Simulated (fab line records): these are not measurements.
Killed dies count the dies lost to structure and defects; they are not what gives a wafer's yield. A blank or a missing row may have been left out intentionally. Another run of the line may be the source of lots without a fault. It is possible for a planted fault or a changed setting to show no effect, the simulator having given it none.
The tool behind it: which one?	flow sfq line	14 lots with 42 wafers sampled at 3 steps, on a route of 325 steps

WHAT EACH GAUGE READ, for each wafer
SFQ_I3_OVL_MEAS_923. Usual: I3_OVL gives 1 nm (standard deviation 4.9).
lot	measured	on	I3_OVL (nm)	flag
L687	day 34 07:14	overlay-01	1 -1 -4	
L688	day 34 19:22	overlay-01	-4 -2 3	
L689	day 34 23:57	overlay-02	-4 1 -4	
L695	day 39 09:26	overlay-01	-5 2 -4	
L697	day 40 03:26	overlay-01	-3 0 0	
L700	day 48 04:55	overlay-02	-1 4 -1	
L701	day 48 08:31	overlay-01	1 -5 4	
L702	day 48 10:55	overlay-01	3 11 6	
L703	day 48 12:08	overlay-01	0 -2 -1	
L704	day 48 14:31	overlay-01	-6 -3 -3	
L705	day 48 17:55	overlay-01	-4 -13 -9	
L707	day 48 22:43	overlay-02	3 -2 2	
L708	day 49 04:49	overlay-02	4 -2 3	
L709	day 49 08:26	overlay-02	-4 -8 -4	

EACH LOT AND THE TOOL THAT RAN IT (in order: tool; ch and the chambers of the sampled wafers; start)
lot	SFQ_TRILAYER_I3_DEP_PECVD_081	SFQ_TRILAYER_I3_METRO_MEASURE_083
L687	pecvd-03 ch 1,2, day 27 14:19	film metro-04, day 27 17:42
L688	pecvd-03 ch 1,2, day 27 19:07	film metro-01, day 28 03:30
L689	pecvd-02 ch 0,1, day 32 15:38	film metro-01, day 32 20:12
L695	pecvd-03 ch 0,1,2, day 39 00:54	film metro-01, day 39 04:05
L697	pecvd-03 ch 0,2, day 39 08:00	film metro-01, day 39 11:46
L700	pecvd-02 ch 0,1,2, day 47 02:19	film metro-03, day 47 12:49
L701	pecvd-03 ch 0,2, day 47 04:44	film metro-04, day 47 15:49
L702	pecvd-02 ch 0,2, day 47 05:56	film metro-04, day 47 18:49
L703	pecvd-03 ch 0,1,2, day 47 16:45	film metro-03, day 47 22:13
L704	pecvd-04 ch 0,2, day 47 20:19	film metro-04, day 47 23:31
L705	pecvd-04 ch 0,1,2, day 47 23:55	film metro-03, day 48 03:19
L707	pecvd-03 ch 0,1,2, day 48 02:19	film metro-01, day 48 07:19
L708	pecvd-02 ch 0,1,2, day 48 03:31	film metro-03, day 48 10:19
L709	pecvd-03 ch 0,1, day 48 04:43	film metro-04, day 48 12:31
- SFQ_TRILAYER_I3_DEP_PECVD_081: deposits SiO2 from SiH4/N2O, time 111.11 s, target thk 500 nm.
- SFQ_TRILAYER_I3_METRO_MEASURE_083

WHAT THE TOOLS THEMSELVES READ (means of the sampled wafers that have a number; where no wafer has one, the mark that the record gives instead)
SFQ_TRILAYER_I3_DEP_PECVD_081. Usual: heater power w 81 W, standard deviation 10; rf fwd power W 182.3 W, standard deviation 0.62; throttle valve pct 25.0 %, standard deviation 1.3.
lot	tool	heater power w (W)	rf fwd power W (W)	throttle valve pct (%)	flag
L687	pecvd-03	84	182.0	25.8	
L688	pecvd-03	86	182.2	25.8	
L689	pecvd-02	77	182.6	24.4	
L695	pecvd-03	85	192.1	26.1	OFF
L697	pecvd-03	81	201.3	26.3	OFF
L700	pecvd-02	83	181.9	23.2	
L701	pecvd-03	86	182.5	26.3	
L702	pecvd-02	80	182.8	23.9	
L703	pecvd-03	87	182.2	25.8	
L704	pecvd-04	65	182.7	25.8	
L705	pecvd-04	69	182.0	25.4	
L707	pecvd-03	79	182.5	26.0	
L708	pecvd-02	80	182.2	23.2	
L709	pecvd-03	82	182.1	25.2	

SFQ_TRILAYER_I3_METRO_MEASURE_083. Usual: thk nm reads 199.6 nm (standard deviation 0.92).
lot	tool	thk nm (nm)	flag
L687	film metro-04	200.5	
L688	film metro-01	199.5	
L689	film metro-01	199.0	
L695	film metro-01	200.2	
L697	film metro-01	199.7	
L700	film metro-03	199.7	
L701	film metro-04	199.3	
L702	film metro-04	199.2	
L703	film metro-03	199.7	
L704	film metro-04	200.4	
L705	film metro-03	199.3	
L707	film metro-01	199.0	
L708	film metro-03	199.3	
L709	film metro-04	198.3	

THE ANSWER, worked out from the rows above alone
Rule: take the mean of a lot's wafers that have a number; if it is more than 3 standard deviations from the usual mean, the lot is off. A lot without any number at a reading at which 4 lots or more have one is off too. Any other lot the step has rows for is counted as sound. After the gauges, taken in route order, come the tools' own readings; for these a lot's mean is taken, as printed above. At the first step where some lot is off, the reading lying furthest off is the one used; lots without a number count as furthest.
Off, at SFQ_TRILAYER_I3_DEP_PECVD_081 on rf fwd power W: L695, L697.
If a tool, at that step or one of the process steps before it, ran each lot that is off and ran no sound lot following the first of them, it fits. Not one of the candidates tried fits.

WHAT WAS PUT IN BY THE SIMULATOR
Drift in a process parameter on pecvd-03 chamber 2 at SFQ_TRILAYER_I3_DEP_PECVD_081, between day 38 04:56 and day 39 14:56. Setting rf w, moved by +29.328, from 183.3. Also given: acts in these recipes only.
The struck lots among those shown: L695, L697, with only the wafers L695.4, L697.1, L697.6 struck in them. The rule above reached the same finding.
